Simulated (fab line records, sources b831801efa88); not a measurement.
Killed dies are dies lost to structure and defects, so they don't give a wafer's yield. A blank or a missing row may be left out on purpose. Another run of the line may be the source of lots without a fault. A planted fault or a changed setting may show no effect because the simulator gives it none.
A lot that was struck, set against a sound lot + flow sky130 + 35 out of 708 route steps
Sound: these wafers, L493.2, L493.4, L493.6. Struck: wafer L483.1 (left out: L483.3, L483.5 of the same lot, which were not struck); the cause appears at the end.
Per side, at each step with rows, come the tool, then ch with its chambers, and then its first start. Under that, the readings that differ: sound wafers + struck wafers + difference of the means + sigmas: that difference in standard deviations of wafers without a fault.
alike: readings whose means differ by less than 2 such deviations, and words and numbers that are the same on both sides. not compared: withheld readings, readings that some wafer has no value for, bounds like >300 that may hide the same value, and numbers for which the record gives no deviation and whose values overlap.
A row with sigmas, a row that says differs or no value, or rows on one side alone: a step with any of these is where the two part. Non-overlapping numbers with no deviation appear without sigmas and do not part them. Lack of a reading on every wafer of one side parts them only where that side has two or more wafers.

SKY_VIA1_CD_MEAS_12: the cd target is 150 nm.
  sound on cd sem-02 at day 38 16:20; struck on cd sem-02 at day 35 07:16
  alike: cd nm
SKY_VIA1_OVL_MEAS_13:
  sound on overlay-01 at day 38 16:26; struck on overlay-02 at day 35 07:23
| reading       | sound  | struck | difference | sigmas |
|---------------|--------|--------|------------|--------|
| VIA1_OVL (nm) | 12 1 6 | -11    | -17        | -3     |
SKY_VIA1_ETCH_14: etches BARC in N2/H2, stops on SiO2, time 45.9 s, target depth 60 nm.
  sound on rie diel-01 ch 1,2, day 38 16:28; struck on rie diel-01 ch 2, day 35 07:26
  alike: drypump motor current A, n2 flow sccm, oes product au, throttle valve pct
  not compared: rf hours counter h
then, 5 steps without rows for these wafers: SKY_VIA1_ETCH_15 (etches SiO2 in C4F8/O2/Ar, stops on TiN, target depth 351 nm, time 54 s); SKY_VIA1_STRIP_16 (strips in O2/N2); SKY_VIA1_STRIP_17 (strips in post etch residue remover, time 1200 s); SKY_VIA1_CLEAN_18 (cleans in IPA, time 180 s); SKY_VIA1_CLEAN_19 (cleans in O3/DIW).
SKY_VIA1_SPUTTER_20: material TiN, target thk 20 nm, time 80 s.
  sound on pvd sputter-01 at day 38 17:10; struck on pvd sputter-03 at day 35 08:07
| reading                | sound          | struck | difference | sigmas |
|------------------------|----------------|--------|------------|--------|
| throttle valve pct (%) | 30.8 29.2 29.2 | 32.1   | +2.4       | +2     |
then, 1 step without rows for these wafers: SKY_VIA1_CVD_21 (deposits W, target thk 270 nm, time 80.902 s).
SKY_VIA1_RS_MEAS_22: uses a four-point probe to measure.
  sound on film metro-04 at day 38 17:20; struck on film metro-03 at day 35 08:16
  alike: VIA1_W_RS
SKY_VIA1_THK_MEAS_23: measures by xrf.
  sound on film metro-04 at day 38 17:26; struck on film metro-03 at day 35 08:23
  alike: VIA1_W_THK
SKY_VIA1_CMP_24: polishes, stops on SiO2, t overpolish 15 s, target thk 0 nm.
  sound on cmp-02 ch 1,3, day 38 17:32; struck on cmp-02 ch 3, day 35 08:29
| reading                                  | sound             | struck | difference | sigmas |
|------------------------------------------|-------------------|--------|------------|--------|
| time to endpoint s (s)                   | 64.7 66.1 65.9    | 32.6   | -33.0      | -14    |
| model.SiO2_of_VIA1_HDPCVD_00.thk nm (nm) | 342.2 342.5 342.8 | 338.3  | -4.2       |        |
  alike: motor current A, overpolish run s
then, 1 step without rows for these wafers: SKY_METAL2_SPUTTER_00 (material Ti, target thk 15 nm, time 10 s).
SKY_METAL2_SPUTTER_01: material TiN, target thk 20 nm, time 16.7 s.
  sound on pvd sputter-04 at day 38 17:49; struck on pvd sputter-02 at day 35 08:46
  alike: throttle valve pct
then, 2 steps without rows for these wafers: SKY_METAL2_SPUTTER_02 (material AlCu, target thk 250 nm, time 13.3 s); SKY_METAL2_SPUTTER_03 (material Ti, target thk 5 nm, time 3.3 s).
SKY_METAL2_SPUTTER_04: material TiN, target thk 70 nm, time 58.3 s.
  sound on pvd sputter-04 at day 38 17:53; struck on pvd sputter-02 at day 35 08:50
  alike: throttle valve pct
SKY_METAL2_RS_MEAS_05: uses a four-point probe to measure.
  sound on film metro-02 at day 38 17:57; struck on film metro-02 at day 35 08:53
  alike: METAL2_ALCU_RS
SKY_METAL2_THK_MEAS_06: measures by xrf.
  sound on film metro-02 at day 38 18:04; struck on film metro-02 at day 35 09:00
  alike: METAL2_ALCU_THK
then, 8 steps without rows for these wafers: SKY_METAL2_DEHYDRATE_07 (time 60 s); SKY_METAL2_HMDS_08 (prime time 60 s); SKY_METAL2_COAT_09 (resist thk 60 nm); SKY_METAL2_COAT_10 (resist thk 450 nm); SKY_METAL2_SOFTBAKE_11 (time 90 s); SKY_METAL2_EXPOSE_12 (exposes mask MM2, target cd 140 nm); SKY_METAL2_PEB_13; SKY_METAL2_DEVELOP_14 (develop time 60 s).
SKY_METAL2_CD_MEAS_15: the cd target is 140 nm.
  sound on cd sem-02 at day 39 18:46; struck on cd sem-02 at day 36 11:14
  alike: cd nm
SKY_METAL2_OVL_MEAS_16:
  sound on overlay-02 at day 39 18:53; struck on overlay-02 at day 36 11:22
  alike: METAL2_OVL
then, 1 step without rows for these wafers: SKY_METAL2_DESCUM_17 (chemistry O2, time 8 s).
SKY_METAL2_ETCH_18: etches BARC in N2/H2, stops on SiO2, time 45.9 s, target depth 60 nm.
  sound on rie metal-01 ch 1, day 39 18:59; struck on rie metal-01 ch 0, day 36 11:26
| reading                     | sound          | struck | difference                   | sigmas |
|-----------------------------|----------------|--------|------------------------------|--------|
| drypump motor current A (A) | 5.91 5.90 5.95 | 5.24   | -0.68                        | -2     |
| rf hours counter h (h)      | - - -          | 16     | no value on the sound wafers |        |
  alike: n2 flow sccm, oes product au, throttle valve pct
SKY_METAL2_METAL_ETCH_19: etches the open film in Cl2/BCl3, stops on SiO2, target depth 360 nm, time 78 s.
  sound on rie metal-01 ch 1, day 39 19:08; struck on rie metal-01 ch 0, day 36 11:31
| reading                                  | sound             | struck | difference                   | sigmas |
|------------------------------------------|-------------------|--------|------------------------------|--------|
| drypump motor current A (A)              | 5.88 5.87 5.89    | 5.25   | -0.63                        | -2     |
| rf hours counter h (h)                   | - - -             | 16     | no value on the sound wafers |        |
| model.SiO2_of_VIA1_HDPCVD_00.thk nm (nm) | 331.4 331.7 332.1 | 327.4  | -4.3                         |        |
  alike: oes product au, throttle valve pct
then, 2 steps without rows for these wafers: SKY_METAL2_STRIP_20 (strips in O2/N2); SKY_PAD_OPEN_PROBE_99.

WHERE THEY PART
Earliest at SKY_VIA1_OVL_MEAS_13; latest, in this record, at SKY_METAL2_METAL_ETCH_19.

WHY: whatever the simulator had introduced
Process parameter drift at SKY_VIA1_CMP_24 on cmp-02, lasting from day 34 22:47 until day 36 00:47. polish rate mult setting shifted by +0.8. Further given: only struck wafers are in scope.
